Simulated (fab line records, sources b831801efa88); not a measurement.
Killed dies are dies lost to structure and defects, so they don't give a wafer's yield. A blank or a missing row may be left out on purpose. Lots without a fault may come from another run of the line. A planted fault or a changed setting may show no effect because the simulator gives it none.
One fault seen from 2 desks | flow sky130 | each desk has only its own numbers; what lay behind them comes last

THE TOOL OWNER'S DESK: cvd_w-02
The tool's own readings at SKY_CONTACT_CVD_24 (deposits W, target thk 340 nm, time 102.12 s): means of the sampled wafers that have a number, for each lot that ran on this tool. A lot is out of limits, marked OUT, if its mean lies more than 4 standard deviations from the usual mean; the brackets give that distance.
Columns: A = heater_power_w at SKY_CONTACT_CVD_24, usual 834 W
lot  | first seen here | A
L687 | day 31 21:30    | 824
L691 | day 33 08:08    | 837
L696 | day 34 18:37    | 834
L697 | day 35 05:05    | 842
L698 | day 35 15:25    | 845
L699 | day 36 01:46    | 843
L700 | day 36 06:38    | 843
This desk's finding: nothing out of limits on any of the 7 lots.

THE METROLOGY DESK
What the gauges read, lot by lot, whatever tool the lot ran on: means of the sampled wafers that have a number. A lot is out of limits, marked OUT, if its mean lies more than 4 standard deviations from the usual mean; the brackets give that distance.
Columns: A = cd_nm at SKY_CONTACT_CD_MEAS_14, usual 170.0 nm; B = CONTACT_W_RS at SKY_CONTACT_RS_MEAS_25, usual 0.337 ohm/sq; C = CONTACT_W_THK at SKY_CONTACT_THK_MEAS_26, usual 333 nm
lot  | first seen here | A     | B               | C
L687 | day 31 20:28    | 167.4 | 0.333           | 336
L690 | day 33 02:59    | 168.3 | 0.334           | 336
L691 | day 33 07:11    | 169.2 | 0.339           | 330
L692 | day 33 10:29    | 168.7 | 0.336           | 332
L693 | day 33 17:26    | 170.7 | 0.333           | 336
L696 | day 34 17:41    | 168.7 | 0.335           | 332
L697 | day 35 04:02    | 170.8 | 0.336           | 340
L698 | day 35 14:29    | 170.5 | 0.336           | 334
L699 | day 36 00:49    | 172.6 | 0.389 (+16) OUT | 295 (-10) OUT
L700 | day 36 05:40    | 170.0 | 0.428 (+28) OUT | 269 (-17) OUT
L701 | day 36 15:23    | 172.8 | 0.343           | 329
This desk's finding: out of limits on L699, L700; first on L699, day 36 01:53 (CONTACT_W_RS at SKY_CONTACT_RS_MEAS_25). In limits: L687, L690, L691, L692, L693, L696, L697, L698, L701.

PUT TOGETHER
The metrology desk could have raised an alarm at day 36 01:53, on L699, L700.
The tool owner's desk saw nothing out of limits.
The tool owner's desk has L699, L700 on record, within its limits.
Of the lots named, all ran SKY_CONTACT_CVD_24 on cvd_w-02.

WHAT THE SIMULATOR HAD PUT IN
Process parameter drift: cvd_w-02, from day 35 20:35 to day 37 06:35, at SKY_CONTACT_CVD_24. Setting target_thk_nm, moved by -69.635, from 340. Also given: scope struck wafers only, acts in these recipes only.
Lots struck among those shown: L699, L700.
Hours from the fault's start to each desk's first reading out of limits: the metrology desk, 5.
